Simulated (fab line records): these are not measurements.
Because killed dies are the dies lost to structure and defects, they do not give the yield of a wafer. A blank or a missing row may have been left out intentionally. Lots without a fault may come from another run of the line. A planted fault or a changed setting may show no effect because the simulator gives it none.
Struck lot and sound lot, side by side / flow sky130 / 14 steps out of a route of 708
Sound: the wafers L702.4, L702.5, L702.6. Wafers struck: L699.1, L699.2, L699.5. The cause is given at the end.
Each step with rows lists, per side, the tool, then ch with its chambers, then its first start. Under that, the readings that differ: sound wafers / struck wafers / difference of the means / sigmas: that difference in standard deviations of wafers without a fault.
alike: words and numbers the same on both sides, and readings whose means are apart by under 2 such deviations; not compared: readings that were withheld, readings missing a value for some wafer, numbers with overlapping values and no deviation given by the record, and bounds like >300 which may hide the same value.
Wherever a step has rows on one side only, a row that says differs or no value, or a row with sigmas, the two part there. Numbers that don't overlap but have no deviation are shown without sigmas and don't part them. A reading missing from all wafers of one side parts the sides only when that side holds two or more wafers.

first, 1 step without rows for these wafers: SKY_POLY_CUT_DEVELOP_07 (develop time 60 s).
SKY_POLY_CUT_CD_MEAS_08 targets a cd of 270 nm.
  sound on cd sem-02 at day 26 04:25; struck on cd sem-02 at day 25 03:23
  alike: cd nm
SKY_POLY_CUT_OVL_MEAS_09:
  sound on overlay-01 at day 26 04:30; struck on overlay-02 at day 25 03:30
  alike: POLY_CUT_OVL
SKY_POLY_CUT_ETCH_10: etches BARC in N2/H2, stops on SiO2, time 45.9 s, target depth 60 nm.
  sound on rie diel-01 ch 0,1,2, day 26 04:32; struck on rie diel-01 ch 0,2,3, day 25 03:32
  alike: drypump motor current A, oes product au, throttle valve pct
  not compared: rf hours counter h
SKY_POLY_CUT_ETCH_11: etches Si3N4 in CF4/CH2F2/Ar, stops on poly-Si, time 42.5 s, target depth 60 nm.
  sound on rie diel-01 ch 0,1,2, day 26 04:35; struck on rie diel-01 ch 0,2,3, day 25 03:35
  alike: drypump motor current A, oes product au, throttle valve pct
  not compared: rf hours counter h
SKY_POLY_CUT_STRIP_12: strips in O2/N2.
  sound on plasma asher-01 ch 0,1, day 26 04:41; struck on plasma asher-04 ch 0,1, day 25 03:37
reading=strip time to endpoint s (s); sound=5.326 5.357 5.331; struck=5.376 5.391 5.386; difference=+0.046; sigmas=+3
  alike: drypump motor current A, oes product au
  not compared: rf hours counter h
then, 6 steps without rows for these wafers: SKY_SD_P_DEHYDRATE_00 (time 60 s); SKY_SD_P_HMDS_01 (prime time 60 s); SKY_SD_P_COAT_02 (resist thk 1140 nm); SKY_SD_P_SOFTBAKE_03 (time 60 s); SKY_SD_P_EXPOSE_04 (exposes mask PSDM, target cd 380 nm); SKY_SD_P_PEB_05.
SKY_SD_P_DEVELOP_06: develop time 60 s.
  sound on litho track-04 ch 0, day 27 09:53; struck on litho track-02, day 26 07:23
  no value came back on the struck wafers for chill plate temp C (C), develop time s (s); on the sound wafers chill plate temp C (C) reads 22.97 23.07 23.08
SKY_SD_P_CD_MEAS_07 targets a cd of 380 nm.
  sound on cd sem-01 at day 27 10:01; struck on cd sem-01 at day 26 07:32
reading=cd nm (nm); sound=377.9 377.1 377.2; struck=- - -; difference=no value on the struck wafers; sigmas=

WHERE THEY PART
At SKY_POLY_CUT_STRIP_12 first; at SKY_SD_P_CD_MEAS_07 last (within this record only).

WHY: whatever the simulator had introduced
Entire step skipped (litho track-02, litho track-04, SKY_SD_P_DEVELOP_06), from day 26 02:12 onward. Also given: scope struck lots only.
